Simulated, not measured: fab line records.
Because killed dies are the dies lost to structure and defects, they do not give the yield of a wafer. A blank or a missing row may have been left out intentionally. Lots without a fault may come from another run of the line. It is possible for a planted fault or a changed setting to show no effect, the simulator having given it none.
Chamber matching :: flow sky130 :: rie_diel-03 running SKY_FIELD_ISO_ETCH_14: 4 sister chambers
The step etches BARC in N2/H2, stops on SiO2, time 45.9 s, target depth 60 nm. 14 wafers are shown with their chamber, then 7 later ones without.

## EACH WAFER AND ITS CHAMBER
wafer: L507.1
chamber: 2
drypump_motor_current_A (A): 4.8
bias_w (W): 99.7
oes_product_au (a.u.): 0.860

wafer: L507.4
chamber: 2
drypump_motor_current_A (A): 4.8
bias_w (W): 99.7
oes_product_au (a.u.): 0.852

wafer: L507.5
chamber: 0
drypump_motor_current_A (A): 5.8
bias_w (W): 100.1
oes_product_au (a.u.): 0.858

wafer: L514.1
chamber: 0
drypump_motor_current_A (A): 5.8
bias_w (W): 100.2
oes_product_au (a.u.): 0.865

wafer: L514.2
chamber: 3
drypump_motor_current_A (A): 5.6
bias_w (W): 100.3
oes_product_au (a.u.): 0.856

wafer: L514.6
chamber: 0
drypump_motor_current_A (A): 5.8
bias_w (W): 99.8
oes_product_au (a.u.): 0.853

wafer: L517.3
chamber: 1
drypump_motor_current_A (A): 6.2
bias_w (W): 99.9
oes_product_au (a.u.): 0.851

wafer: L517.5
chamber: 3
drypump_motor_current_A (A): 5.6
bias_w (W): 100.7
oes_product_au (a.u.): 0.847

wafer: L517.6
chamber: 1
drypump_motor_current_A (A): 6.2
bias_w (W): 99.9
oes_product_au (a.u.): 0.853

wafer: L518.2
chamber: 2
drypump_motor_current_A (A): 4.8
bias_w (W): 100.0
oes_product_au (a.u.): 0.850

wafer: L518.4
chamber: 1
drypump_motor_current_A (A): 6.2
bias_w (W): 99.9
oes_product_au (a.u.): 0.851

wafer: L518.5
chamber: 0
drypump_motor_current_A (A): 5.7
bias_w (W): 99.9
oes_product_au (a.u.): 0.856

wafer: L520.1
chamber: 0
drypump_motor_current_A (A): 5.8
bias_w (W): 99.5
oes_product_au (a.u.): 0.863

wafer: L520.4
chamber: 2
drypump_motor_current_A (A): 4.7
bias_w (W): 99.8
oes_product_au (a.u.): 0.849

SIGNATURES (means of the wafers above)
reading: drypump_motor_current_A
chamber 0: 5.780
chamber 1: 6.200
chamber 2: 4.775
chamber 3: 5.600
scatter within a chamber: 0.0394

reading: bias_w
chamber 0: 99.900
chamber 1: 99.900
chamber 2: 99.800
chamber 3: 100.500
scatter within a chamber: 0.21

reading: oes_product_au
chamber 0: 0.85900
chamber 1: 0.85167
chamber 2: 0.85275
chamber 3: 0.85150
scatter within a chamber: 0.00465
Rule: for a wafer and a chamber, the distance is found by dividing, reading by reading, the gap between the wafer's reading and the chamber's mean by the reading's scatter, squaring, summing and taking the root. If the next closest chamber is less than 2 further off than the closest, the wafer can't be placed; otherwise it belongs to the closest. The scatter is the square root of a quotient: the sum, over the shown wafers, of each reading's squared deviation from its chamber's mean, divided by wafers minus chambers.

## WAFERS WHOSE CHAMBER IS MISSING
wafer: L520.5
drypump_motor_current_A (A): 6.2
bias_w (W): 100.3
oes_product_au (a.u.): 0.846

wafer: L524.1
drypump_motor_current_A (A): 4.7
bias_w (W): 100.1
oes_product_au (a.u.): 0.857

wafer: L524.2
drypump_motor_current_A (A): 5.6
bias_w (W): 100.3
oes_product_au (a.u.): 0.857

wafer: L524.6
drypump_motor_current_A (A): 4.8
bias_w (W): 100.1
oes_product_au (a.u.): 0.846

wafer: L525.1
drypump_motor_current_A (A): 5.6
bias_w (W): 99.6
oes_product_au (a.u.): 0.853

wafer: L525.2
drypump_motor_current_A (A): 4.8
bias_w (W): 100.4
oes_product_au (a.u.): 0.857

wafer: L525.6
drypump_motor_current_A (A): 5.6
bias_w (W): 99.2
oes_product_au (a.u.): 0.862

## CHAMBER TAKEN BY EACH
wafer: L520.5
from the rows above: 1
in truth: 1

wafer: L524.1
from the rows above: 2
in truth: 2

wafer: L524.2
from the rows above: 3
in truth: 3

wafer: L524.6
from the rows above: 2
in truth: 2

wafer: L525.1
from the rows above: can't be placed: 3 or 0
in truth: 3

wafer: L525.2
from the rows above: 2
in truth: 2

wafer: L525.6
from the rows above: can't be placed: 0 or 3
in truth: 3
5 of 7 placed correctly. From these rows, 2 cannot be placed; in 2 the true chamber is one of the candidates. Wrongly placed: 0.
